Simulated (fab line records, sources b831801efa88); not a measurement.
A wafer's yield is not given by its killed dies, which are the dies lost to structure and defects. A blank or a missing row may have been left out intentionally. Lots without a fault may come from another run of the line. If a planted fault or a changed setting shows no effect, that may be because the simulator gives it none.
A struck lot beside a sound one + flow sky130 + 21 out of 708 route steps
Sound: wafers L587.1, L587.4, L587.6. Struck: wafers L603.1, L603.2, L603.3. The cause comes at the end.
Order at every step that has rows: each side's tool, ch and its chambers, its first start. Under that, the readings that differ: sound wafers + struck wafers + difference of the means + sigmas: that difference in standard deviations of wafers without a fault.
alike: words and numbers the same on both sides, and readings whose means are apart by under 2 such deviations; not compared: readings that were withheld, readings missing a value for some wafer, numbers with overlapping values and no deviation given by the record, and bounds like >300 which may hide the same value.
A row with sigmas, a row that says differs or no value, or rows on one side alone: a step with any of these is where the two part. Non-overlapping numbers with no deviation appear without sigmas and do not part them. A reading that every wafer of one side lacks parts them only if that side has two wafers or more.

SKY_SD_N_RS_MEAS_17: the measuring method here is four-point-probe.
  struck on film metro-04, day 34 00:17; sound on film metro-04, day 27 16:26
  alike: SD_P_RS
SKY_SD_N_RS_MEAS_18: the measuring method here is four-point-probe.
  struck on film metro-04, day 34 00:25; sound on film metro-04, day 27 16:34
  alike: RES_XHIGH_RS
then, 2 steps without rows for these wafers: SKY_SALICIDE_CLEAN_00 (cleans in HF-last, time 30 s); SKY_LI_CONTACT_HDPCVD_00 (deposits PSG, target thk 930 nm, time 155 s).
SKY_LI_CONTACT_THK_MEAS_01:
  struck on film metro-04, day 34 00:38; sound on film metro-03, day 27 16:51
| reading                    | sound       | struck      | difference | sigmas |
|----------------------------|-------------|-------------|------------|--------|
| LI_CONTACT_HDPCVD_THK (nm) | 936 928 937 | 924 907 915 | -18        | -2     |
SKY_LI_CONTACT_CMP_02: polishes PSG.
  sound on cmp-01 ch 0,3, day 27 16:55; struck on cmp-02 ch 1,2,3, day 34 00:53
  alike: motor current A, retaining ring pressure frac, slurry filter dp kPa, time to endpoint s
SKY_LI_CONTACT_BOW_MEAS_03:
  struck on film metro-02, day 34 01:11; sound on film metro-03, day 27 17:13
  alike: LI_CONTACT_BOW
then, 5 steps without rows for these wafers: SKY_LI_CONTACT_DEHYDRATE_04 (time 60 s); SKY_LI_CONTACT_HMDS_05 (prime time 60 s); SKY_LI_CONTACT_COAT_06 (resist thk 60 nm); SKY_LI_CONTACT_COAT_07 (resist thk 450 nm); SKY_LI_CONTACT_SOFTBAKE_08 (time 90 s).
SKY_LI_CONTACT_EXPOSE_09: exposes mask LICM1, target cd 170 nm.
  sound on krf scanner-01 ch 0, day 28 06:37; struck on krf scanner-02 ch 0, day 34 13:45
  alike: mask
then, 2 steps without rows for these wafers: SKY_LI_CONTACT_PEB_10; SKY_LI_CONTACT_DEVELOP_11 (develop time 60 s).
SKY_LI_CONTACT_CD_MEAS_12: target cd 170 nm.
  struck on cd sem-01, day 35 03:15; sound on cd sem-02, day 28 21:26
| reading    | sound             | struck            | difference | sigmas |
|------------|-------------------|-------------------|------------|--------|
| cd nm (nm) | 170.7 171.0 171.2 | 157.7 151.2 163.9 | -13.4      | -10    |
SKY_LI_CONTACT_OVL_MEAS_13:
  struck on overlay-01, day 35 03:22; sound on overlay-02, day 28 21:34
  alike: LI_CONTACT_OVL
SKY_LI_CONTACT_ETCH_14: etches BARC in N2/H2, stops on SiO2, time 45.9 s, target depth 60 nm.
  sound on rie diel-03 ch 0,1,3, day 28 21:35; struck on rie diel-02 ch 0,1,2, day 35 03:25
| reading                     | sound             | struck            | difference | sigmas |
|-----------------------------|-------------------|-------------------|------------|--------|
| model.LI_CONTACT.cd nm (nm) | 170.8 171.8 171.5 | 157.6 151.1 163.4 | -14.0      |        |
  alike: drypump motor current A, n2 flow sccm, oes product au, throttle valve pct
  not compared: rf hours counter h
SKY_LI_CONTACT_ETCH_15: etches PSG in C4F8/O2/Ar, stops on Si, target depth 600 nm.
  sound on rie diel-03 ch 0,1,3, day 28 21:38; struck on rie diel-02 ch 0,1,2, day 35 03:27
| reading                     | sound             | struck            | difference | sigmas |
|-----------------------------|-------------------|-------------------|------------|--------|
| model.LI_CONTACT.cd nm (nm) | 170.8 172.1 172.2 | 157.8 150.9 163.3 | -14.4      |        |
  alike: oes product au
SKY_LI_CONTACT_STRIP_16: strips in O2/N2.
  sound on plasma asher-02 ch 0,1, day 28 21:43; struck on plasma asher-04 ch 0,1, day 35 03:32
  alike: drypump motor current A, n2 flow sccm, o2 flow sccm, oes product au, strip time to endpoint s
  not compared: rf hours counter h
-- the record jumps here: 15 days lie between the struck wafers' starts before and after (it left off in module LI_CONTACT and takes up again in module PAD_OPEN, whose first step shown is number 708 of the route) --
SKY_PAD_OPEN_PROBE_99:
  struck on prober-01, day 50 02:59; sound on prober-02, day 45 12:07
| reading                                  | sound             | struck            | difference | sigmas |
|------------------------------------------|-------------------|-------------------|------------|--------|
| model.etest.licon pdiff.rc ohm           | 599.5 578.1 568.4 | 643.1 689.2 615   | +67.1      |        |
| model.etest.licon high po.rc ohm         | 357.4 347.2 341.9 | 396.1 405.5 383   | +46.0      |        |
| model.etest.licon ndiff.rc ohm           | 191.2 183.7 180.3 | 202.8 216.1 199.8 | +21.2      |        |
| model.etest.licon poly.rc ohm            | 158.3 155 150.8   | 162.4 182.7 161.3 | +14.1      |        |
| model.etest.licon to gate.bv left v (V)  | 25.25 25.07 25.29 | 27 28.3 26.71     | +2         |        |
| model.etest.licon to gate.bv right v (V) | 24.91 23.94 24.01 | 28.13 28.48 26.55 | +3.43      |        |
  alike: killed_at_M0_to_M3, killed_at_M4_up, killed at contacts, killed at front end, killed at other, killed dies, killed open, killed short

WHERE THEY PART
At SKY_LI_CONTACT_THK_MEAS_01 first; at SKY_LI_CONTACT_CD_MEAS_12 last (within this record only). Later steps at which nothing parts them and some readings are alike: SKY_LI_CONTACT_OVL_MEAS_13, SKY_LI_CONTACT_ETCH_14, SKY_LI_CONTACT_ETCH_15, SKY_LI_CONTACT_STRIP_16, SKY_PAD_OPEN_PROBE_99.

WHY: what the simulator had put in
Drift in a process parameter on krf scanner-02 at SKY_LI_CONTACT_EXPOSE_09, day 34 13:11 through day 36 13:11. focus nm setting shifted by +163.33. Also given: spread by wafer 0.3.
